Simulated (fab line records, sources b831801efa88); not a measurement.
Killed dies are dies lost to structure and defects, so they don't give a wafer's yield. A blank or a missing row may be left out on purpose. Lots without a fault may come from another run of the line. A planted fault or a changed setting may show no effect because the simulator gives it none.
Which tool did it? | flow sky130 | 11 lots, 33 wafers sampled, at 2 steps of a route of 708

WHAT THE GAUGES READ, wafer by wafer
SKY_VIA3_THK_MEAS_23: measures by xrf. Usual: VIA3_W_THK 395 nm, standard deviation 6.5.
lot  | measured     | on            | VIA3_W_THK (nm) | flag
L161 | day 38 23:15 | film_metro-03 | 388 395 395     |
L163 | day 39 18:13 | film_metro-02 | 403 403 401     |
L164 | day 40 07:50 | film_metro-01 | 382 392 396     |
L165 | day 40 16:44 | film_metro-01 | 395 396 398     |
L167 | day 41 02:50 | film_metro-03 | 399 399 404     |
L169 | day 41 23:06 | film_metro-03 | 391 388 391     |
L170 | day 42 04:09 | film_metro-03 | 393 392 389     |
L172 | day 42 19:13 | film_metro-03 | 404 396 393     |
L174 | day 43 20:30 | film_metro-01 | 395 391 396     |
L176 | day 44 21:12 | film_metro-02 | 395 391 392     |
L177 | day 45 05:22 | film_metro-01 | 396 395 394     |

WHICH TOOL RAN EACH LOT (tool, then ch and the chambers of the sampled wafers, then the start)
lot  | SKY_METAL3_STRIP_19
L161 | plasma_asher-01 ch 0,1, day 37 18:55
L163 | plasma_asher-03 ch 0,1, day 38 14:44
L164 | plasma_asher-03 ch 0,1, day 39 05:36
L165 | plasma_asher-01 ch 0,1, day 39 13:17
L167 | plasma_asher-03 ch 0,1, day 39 23:04
L169 | plasma_asher-02 ch 0,1, day 40 19:29
L170 | plasma_asher-02 ch 0,1, day 41 01:49
L172 | plasma_asher-01 ch 0,1, day 41 16:49
L174 | plasma_asher-03 ch 0,1, day 42 19:40
L176 | plasma_asher-03 ch 0,1, day 43 20:53
L177 | plasma_asher-02 ch 0,1, day 44 05:08
- SKY_METAL3_STRIP_19: strips in O2/N2.

WHAT THE TOOLS THEMSELVES READ (means of the sampled wafers that have a number; where no wafer has one, the mark that the record gives instead)
SKY_METAL3_STRIP_19. Usual: drypump_motor_current_A 5.7 A, standard deviation 0.44; n2_flow_sccm 300.1 sccm, standard deviation 0.88; oes_product_au 0.502 a.u., standard deviation 0.0056; strip_time_to_endpoint_s 6.54 s, standard deviation 0.074.
lot  | tool            | drypump_motor_current_A (A) | n2_flow_sccm (sccm) | oes_product_au (a.u.) | strip_time_to_endpoint_s (s) | flag
L161 | plasma_asher-01 | 5.9                         | 301.1               | 0.499                 | 6.48                         |
L163 | plasma_asher-03 | 5.3                         | 300.6               | 0.500                 | 6.60                         |
L164 | plasma_asher-03 | 5.3                         | 300.3               | 0.504                 | 6.53                         |
L165 | plasma_asher-01 | 6.2                         | 300.1               | 0.499                 | 6.42                         |
L167 | plasma_asher-03 | 5.4                         | 299.8               | 0.501                 | 6.51                         |
L169 | plasma_asher-02 | 6.0                         | 301.0               | 0.498                 | 6.47                         |
L170 | plasma_asher-02 | 6.0                         | 299.6               | 0.495                 | 6.34                         |
L172 | plasma_asher-01 | 6.3                         | 300.2               | 0.502                 | 6.54                         |
L174 | plasma_asher-03 | 5.5                         | 300.0               | 0.503                 | 6.58                         |
L176 | plasma_asher-03 | 5.3                         | 299.2               | 0.505                 | 6.51                         |
L177 | plasma_asher-02 | 6.0                         | 301.1               | 0.501                 | 6.56                         |

THE ANSWER, worked out from the rows above alone
Rule: a lot is off if the mean of its wafers that have a number lies more than 3 standard deviations from the usual mean. A lot without any number at a reading at which 4 lots or more have one is off too. The other lots that the step has rows for count as sound. The gauges are gone through in route order, then the tools' own readings, and for those a lot's mean is taken as printed above. The first step at which some lot is off is used, and at that step the reading that is off furthest; a lot without a number counts as furthest.
No lot is off at any reading shown: from this, nothing can be told.

WHAT THE SIMULATOR HAD PUT IN
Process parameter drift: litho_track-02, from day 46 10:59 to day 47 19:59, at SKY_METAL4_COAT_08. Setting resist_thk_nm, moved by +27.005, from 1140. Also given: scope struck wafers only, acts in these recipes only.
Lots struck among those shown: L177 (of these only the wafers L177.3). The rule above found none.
